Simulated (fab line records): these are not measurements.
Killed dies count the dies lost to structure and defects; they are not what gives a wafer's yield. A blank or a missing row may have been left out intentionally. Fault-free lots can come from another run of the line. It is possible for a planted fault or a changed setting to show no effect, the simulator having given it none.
Which tool did it?	flow gf180mcu	12 lots with 36 wafers sampled at 5 steps, on a route of 602 steps

## WHAT THE GAUGES SHOWED, per wafer
GF_MVSD_TW_MEAS_11. Usual: MVSD_TW typically reads 1589, with standard deviation 12.
lot	measured	on	MVSD_TW	flag
L148	day 4 15:50	filmMetro-04	1598 1603 1603	
L149	day 5 01:47	filmMetro-03	1580 1580 1573	
L150	day 5 06:59	filmMetro-02	1580 1588 1577	
L153	day 6 01:07	filmMetro-04	1597 1596 1600	
L155	day 6 11:27	filmMetro-03	1581 1580 1586	
L160	day 7 15:25	filmMetro-02	1449 1436 1452	OFF
L161	day 7 22:29	filmMetro-03	1436 1442 1444	OFF
L163	day 8 08:13	filmMetro-02	1583 1577 1583	
L164	day 8 14:35	filmMetro-02	1573 1583 1589	
L165	day 8 18:44	filmMetro-04	1599 1598 1601	
L166	day 9 01:43	filmMetro-03	1579 1581 1588	
L168	day 9 14:22	filmMetro-04	1593 1590 1588	

GF_MVPSD_OVL_MEAS_07. Usual: MVPSD_OVL typically reads 0.1 nm, with standard deviation 1.3.
lot	measured	on	MVPSD_OVL (nm)	flag
L148	day 5 05:38	overlay-02	-0.8 -1.3 1.0	
L149	day 5 15:47	overlay-01	1.4 1.2 1.3	
L150	day 5 21:31	overlay-01	-1.2 -0.3 -1.0	
L153	day 6 15:59	overlay-02	0.4 1.4 0.5	
L155	day 7 02:27	overlay-01	1.6 1.9 1.9	
L160	day 8 07:59	overlay-02	-0.2 -0.2 -0.1	
L161	day 8 14:29	overlay-02	-2.3 -1.1 0.9	
L163	day 9 00:34	overlay-02	0.3 0.7 0.5	
L164	day 9 06:59	overlay-02	1.4 0.5 1.1	
L165	day 9 12:01	overlay-01	0.3 0.0 0.7	
L166	day 9 19:23	overlay-01	1.1 2.0 0.0	
L168	day 10 07:41	overlay-01	0.1 -1.1 1.2	

GF_VT_IMPLANT_RS_MEAS_46: uses a four-point probe to measure. Usual: MVSD_RS typically reads 456.4 ohm/sq, with standard deviation 1.
lot	measured	on	MVSD_RS (ohm/sq)	flag
L148	day 7 19:39	filmMetro-03	457.6 456.9 458.3	
L149	day 8 07:11	filmMetro-04	456.6 456.0 456.7	
L150	day 8 12:49	filmMetro-04	456.4 456.3 456.9	
L153	day 9 09:53	filmMetro-02	456.3 456.5 456.2	
L155	day 9 22:23	filmMetro-03	457.3 457.0 454.7	
L160	day 11 07:23	filmMetro-03	539.4 538.3 539.0	OFF
L161	day 11 15:50	filmMetro-02	539.5 539.4 540.3	OFF
L163	day 12 02:45	filmMetro-02	457.6 457.8 458.5	
L164	day 12 09:31	filmMetro-02	456.4 456.8 456.4	
L165	day 12 13:55	filmMetro-02	454.7 454.6 455.3	
L166	day 12 23:08	filmMetro-02	457.5 455.8 456.6	
L168	day 13 14:08	filmMetro-04	456.6 456.7 456.7	

GF_POLY_GATE_OVL_MEAS_11. Usual: POLY_GATE_OVL typically reads -5 nm, with standard deviation 5.
lot	measured	on	POLY_GATE_OVL (nm)	flag
L148	day 9 12:34	overlay-01	-8 -9 -11	
L149	day 9 22:58	overlay-01	-6 -3 -10	
L150	day 10 07:07	overlay-01	-6 -6 1	
L153	day 11 04:48	overlay-02	-6 -9 -19	
L155	day 11 17:22	overlay-02	-2 -4 -4	
L160	day 13 04:22	overlay-01	-10 -11 -11	
L161	day 13 14:52	overlay-02	-4 -6 -7	
L163	day 14 00:40	overlay-02	-7 -6 -5	
L164	day 14 09:17	overlay-02	-1 1 -8	
L165	day 14 13:21	overlay-01	-1 -2 -4	
L166	day 14 23:58	overlay-02	-11 -6 -12	
L168	day 15 14:37	overlay-01	1 -4 -1	

## WHAT TOOL EACH LOT RAN ON (gives the tool, then ch and the chambers of the sampled wafers, and finally the start)
lot	GF_MVSD_IMPLANT_08
L148	implanter-04 ch 0, day 4 15:26
L149	implanter-02 ch 0, day 5 01:23
L150	implanter-02 ch 0, day 5 06:36
L153	implanter-04 ch 0, day 6 00:43
L155	implanter-04 ch 0, day 6 11:05
L160	implanter-04 ch 0, day 7 15:01
L161	implanter-04 ch 0, day 7 22:05
L163	implanter-01 ch 0, day 8 07:49
L164	implanter-01 ch 0, day 8 14:12
L165	implanter-02 ch 0, day 8 18:20
L166	implanter-01 ch 0, day 9 01:19
L168	implanter-02 ch 0, day 9 13:58
- GF_MVSD_IMPLANT_08

## AS READ BY THE TOOLS THEMSELVES (means over the sampled wafers that have a number; for cases with no such wafer, the mark the record gives instead)
GF_MVSD_IMPLANT_08. Usual: doseIonsCm2 1.5998e+13, standard deviation 2.1e+10; faradayCurrentUA 90.2, standard deviation 1.8; tiltDeg -0.001 degrees, standard deviation 0.019.
lot	tool	doseIonsCm2	faradayCurrentUA	tiltDeg (degrees)	flag
L148	implanter-04	1.5995e+13	91.7	0.030	
L149	implanter-02	1.5993e+13	91.2	0.000	
L150	implanter-02	1.6002e+13	90.1	0.001	
L153	implanter-04	1.5994e+13	90.6	0.001	
L155	implanter-04	1.6004e+13	89.2	-0.008	
L160	implanter-04	1.1436e+13	63.3	0.011	OFF
L161	implanter-04	1.1414e+13	63.7	-0.002	OFF
L163	implanter-01	1.5997e+13	89.3	-0.003	
L164	implanter-01	1.6014e+13	90.3	-0.012	
L165	implanter-02	1.6017e+13	90.2	-0.035	
L166	implanter-01	1.5994e+13	90.8	-0.016	
L168	implanter-02	1.6001e+13	90.9	-0.006	

## THE ANSWER, worked out from the rows above alone
Rule: lot off if the mean of its wafers having a number is beyond 3 standard deviations from the usual mean. A lot without any number at a reading at which 4 lots or more have one is off too. The other lots that the step has rows for count as sound. First the gauges in route order, then the tools' own readings, where a lot's mean is used as printed above. The first step at which some lot is off is used, and at that step the reading that is off furthest; a lot without a number counts as furthest.
Off: at GF_MVSD_TW_MEAS_11 (MVSD_TW), L160, L161.
A tool fits if, at a process step before that reading, it ran every lot that is off, and no sound lot after the first of them. Not tried: the gauges at GF_MVSD_TW_MEAS_11; whatever is off there is also off at GF_MVSD_IMPLANT_08, on other tools, and gauge error can't account for it. One fits: GF_MVSD_IMPLANT_08 on implanter-04. A fault onset in the window from L155 (day 6 11:05, its last sound lot) to L160 (day 7 15:01, its first lot off) fits.
The tool's own readings at GF_MVSD_IMPLANT_08 bear it out: on the lots that are off they differ by more than 5 times the standard deviation of the sound lots' means. doseIonsCm2 reads 1.1425e+13 there against 1.6001e+13 on the sound lots; faradayCurrentUA reads 63.5 there against 90.4 on the sound lots.

## WHAT THE SIMULATOR PUT IN
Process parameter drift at GF_MVSD_IMPLANT_08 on implanter-04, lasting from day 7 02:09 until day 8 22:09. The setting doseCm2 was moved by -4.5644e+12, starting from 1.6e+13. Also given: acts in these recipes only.
Struck lots among those shown: L160, L161. The same result came from the rule above.
